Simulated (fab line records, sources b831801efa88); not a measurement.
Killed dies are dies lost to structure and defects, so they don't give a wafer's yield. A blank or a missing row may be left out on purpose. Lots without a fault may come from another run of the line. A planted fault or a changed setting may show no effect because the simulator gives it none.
Problem report in the 8D (eight disciplines) form, filled by code | flow sky130 | the parts of the form that need people (team, actions taken, sign-off) are left out

1. THE PROBLEM
METAL2_ALCU_RS at SKY_METAL2_RS_MEAS_05 reads a mean of 0.1377 ohm/sq on 2 wafers of 2 lots; wafers without a fault read 0.1264 ohm/sq with a standard deviation of 0.0013. That is +8.7 standard deviations from the usual mean.
The step: measures by four-point-probe.
First seen on wafer L547.3, day 36 02:13, on film_metro-03. The record holds 35 wafers of 13 lots with a number at this step. Rule for "out", or "out of limits": more than 4 standard deviations from the usual mean. The other wafers with a number count as sound.

2. WHAT IT IS AND WHAT IT IS NOT
question                    | is                     | is not
which readings at this step | METAL2_ALCU_RS         | -
which lots                  | L547, L549             | L544, L545, L548, L554, L556, L558, L560, L561, L562, L564, L566
which wafers of those lots  | all that have a number | -
read on which gauges        | film_metro-03          | film_metro-04
when                        | from day 36 02:13      | up to then (9 sound wafers); but 24 sound wafers of L554, L556, L558, L560, L561, L562, L564, L566 came after

3. SUSPECTS, AND WHAT RULES EACH OUT
Counting: a tool at a process step up to the reading stays a suspect if it ran every lot that is out and no sound lot after the first of them.
- the gauge at SKY_METAL2_RS_MEAS_05: ruled out. All the wafers that are out were read on film_metro-03, but those of them that SKY_METAL2_SPUTTER_02 has rows for are out there too, on other tools.
- pvd_sputter-02 at SKY_VIA1_SPUTTER_20 (material TiN, target thk 20 nm, time 80 s): ruled out as a lasting fault. Sound lots L554, L558, L560, L564, L566 ran on it after its first lot that is out, L547 (day 36 01:23).
- pvd_sputter-01 at SKY_METAL2_SPUTTER_02 (material AlCu, target thk 250 nm, time 13.3 s): ruled out as a lasting fault. Sound lots L560 ran on it after its first lot that is out, L547 (day 36 02:05).
Left after counting: nothing in the record.

4. THE CAUSE (what the simulator had put in)
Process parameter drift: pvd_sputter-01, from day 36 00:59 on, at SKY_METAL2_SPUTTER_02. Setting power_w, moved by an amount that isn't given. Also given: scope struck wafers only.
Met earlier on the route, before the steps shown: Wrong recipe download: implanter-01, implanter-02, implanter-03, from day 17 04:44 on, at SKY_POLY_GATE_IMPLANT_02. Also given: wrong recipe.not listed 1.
Counting ruled it out, wrongly: the rule takes a fault to strike every lot that its tool runs from its start on, and this one did not.

5. THE CHAIN OF EFFECTS, in route order
Each row: a reading whose mean over the struck wafers that have a number lies more than 3 standard deviations from the usual. Only readings for which the record gives a usual standard deviation are gone through. hours: the time from each lot's start at the first step in this table that gives one to its start at this step, as a median over the lots. sigmas: the change in usual standard deviations.
hours | step                   | reading            | usual         | on struck wafers | change  | sigmas
0     | SKY_METAL2_SPUTTER_02  | cathode_dc_power_W | 10600 W       | 9798             | -802    | -99 or more
0     | SKY_METAL2_RS_MEAS_05  | METAL2_ALCU_RS     | 0.1264 ohm/sq | 0.1377           | +0.0113 | +8.7
0     | SKY_METAL2_THK_MEAS_06 | METAL2_ALCU_THK    | 246.9 nm      | 227.2            | -19.8   | -7.6
The process steps in it:
- SKY_METAL2_SPUTTER_02: material AlCu, target thk 250 nm, time 13.3 s.

6. WHAT WOULD HAVE CAUGHT IT SOONER
In this record the first reading out of limits at a measuring or inspecting step was taken at day 36 02:13, 1 hour after the fault began at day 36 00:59.
The tool's own readings at SKY_METAL2_SPUTTER_02 were out on every struck wafer that the step has a row for (cathode_dc_power_W): an alarm limit on them would have fired on the first of those.
